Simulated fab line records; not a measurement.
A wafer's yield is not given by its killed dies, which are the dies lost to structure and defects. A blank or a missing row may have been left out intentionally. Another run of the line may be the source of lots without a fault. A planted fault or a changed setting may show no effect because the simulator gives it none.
Problem report in the 8D (eight disciplines) form, filled by code | flow gf180mcu | the parts of the form that need people (team, actions taken, sign-off) are left out

1. WHAT WENT WRONG
cd-nm at GF_TOP_METAL_CD_MEAS_14 reads a mean of 402.2 nm on 2 wafers of 1 lot; wafers without a fault read 440.8 nm with a standard deviation of 2.3. Relative to the usual mean, that is a shift of -17 standard deviations.
The step: target cd 440 nm.
The first sign was on wafer L401.2 at day 33 21:25, on cd-sem-01. The record has a number at this step for 15 wafers belonging to 5 lots. Rule for "out" (also "out of limits"): further than 4 standard deviations from the usual mean. The other wafers with a number count as sound.

2. WHAT IT IS, WHAT IT ISN'T
question                    | is                | is not
which readings at this step | cd-nm             | -
which lots                  | L401              | L384, L390, L395, L404
which wafers of those lots  | L401.2, L401.4    | L401.3
read on which gauges        | cd-sem-01         | cd-sem-02
when                        | from day 33 21:25 | up to then (10 sound wafers); but 3 sound wafers of L404 came after

3. WHAT RULES OUT EACH SUSPECT
Counting: a tool at a process step up to the reading stays a suspect if it ran every lot that is out. Sound lots after the first of them don't rule it out here, since some wafers of a struck lot are sound.
- the gauge at GF_TOP_METAL_CD_MEAS_14: kept. All the wafers that are out were read on cd-sem-01, and no step on other tools shows them out.
- pvd-sputter-04 at GF_TOP_METAL_SPUTTER_00 (material Ti, target thk 37.5 nm, time 150 s): kept. The lot that is out, L401, ran on it at day 33 04:22; the last sound lot it ran before that was L395, at day 32 03:25.
- pvd-sputter-04 at GF_TOP_METAL_SPUTTER_01 (material TiN, target thk 30 nm, time 25 s): kept. The lot that is out, L401, ran on it at day 33 04:28; the last sound lot it ran before that was L395, at day 32 03:31.
- pvd-sputter-04 at GF_TOP_METAL_SPUTTER_02 (material AlCu, target thk 900 nm, time 47.82 s): kept. The lot that is out, L401, ran on it at day 33 04:29; the last sound lot it ran before that was L395, at day 32 03:32.
- pvd-sputter-04 at GF_TOP_METAL_SPUTTER_04 (material TiN, target thk 25 nm, time 20.8 s): kept. The lot that is out, L401, ran on it at day 33 04:33; the last sound lot it ran before that was L395, at day 32 03:36.
- iline-stepper-02 at GF_TOP_METAL_EXPOSE_11 (exposes mask MetalTop, target cd 440 nm): kept. The lot that is out, L401, ran on it at day 33 12:49; the last sound lot it ran before that was L384, at day 28 17:07.
Left after counting: pvd-sputter-04 at GF_TOP_METAL_SPUTTER_00, pvd-sputter-04 at GF_TOP_METAL_SPUTTER_01, pvd-sputter-04 at GF_TOP_METAL_SPUTTER_02, pvd-sputter-04 at GF_TOP_METAL_SPUTTER_04, iline-stepper-02 at GF_TOP_METAL_EXPOSE_11, cd-sem-01 at GF_TOP_METAL_CD_MEAS_14.

4. THE CAUSE (what the simulator had put in)
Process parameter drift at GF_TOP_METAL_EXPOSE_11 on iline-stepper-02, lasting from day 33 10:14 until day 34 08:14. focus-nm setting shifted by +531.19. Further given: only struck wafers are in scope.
After counting, 6 suspects remain, this tool included.

5. SEQUENCE OF EFFECTS, ordered by route
Each row: a reading where the mean over the struck wafers with a number is more than 3 standard deviations away from the usual. Only readings for which the record gives a usual standard deviation are gone through. hours: the time from each lot's start at the first step in this table that gives one to its start at this step, as a median over the lots. sigmas: the change in usual standard deviations.
hours | step                    | reading | usual    | on struck wafers | change | sigmas
0     | GF_TOP_METAL_CD_MEAS_14 | cd-nm   | 440.8 nm | 402.2            | -38.6  | -17
Later steps that measure or inspect, where all struck wafers having a row at the step show a number for every such reading and not one has moved that far: GF_TOP_METAL_OVL_MEAS_15.

6. WHAT WOULD HAVE CAUGHT IT SOONER
Counted from the fault's start at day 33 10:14, it took 11 hours until the first out-of-limits reading at a measuring or inspecting step in this record, taken at day 33 21:25.
No tool reading at GF_TOP_METAL_EXPOSE_11 that has a usual standard deviation in the record was out on any struck wafer, so an alarm limit of 4 standard deviations on those readings would not have fired.
By day 33 21:25, every lot that is out (1) had started GF_TOP_METAL_EXPOSE_11 on iline-stepper-02. Tool hold at that time: it would have spared none of them.
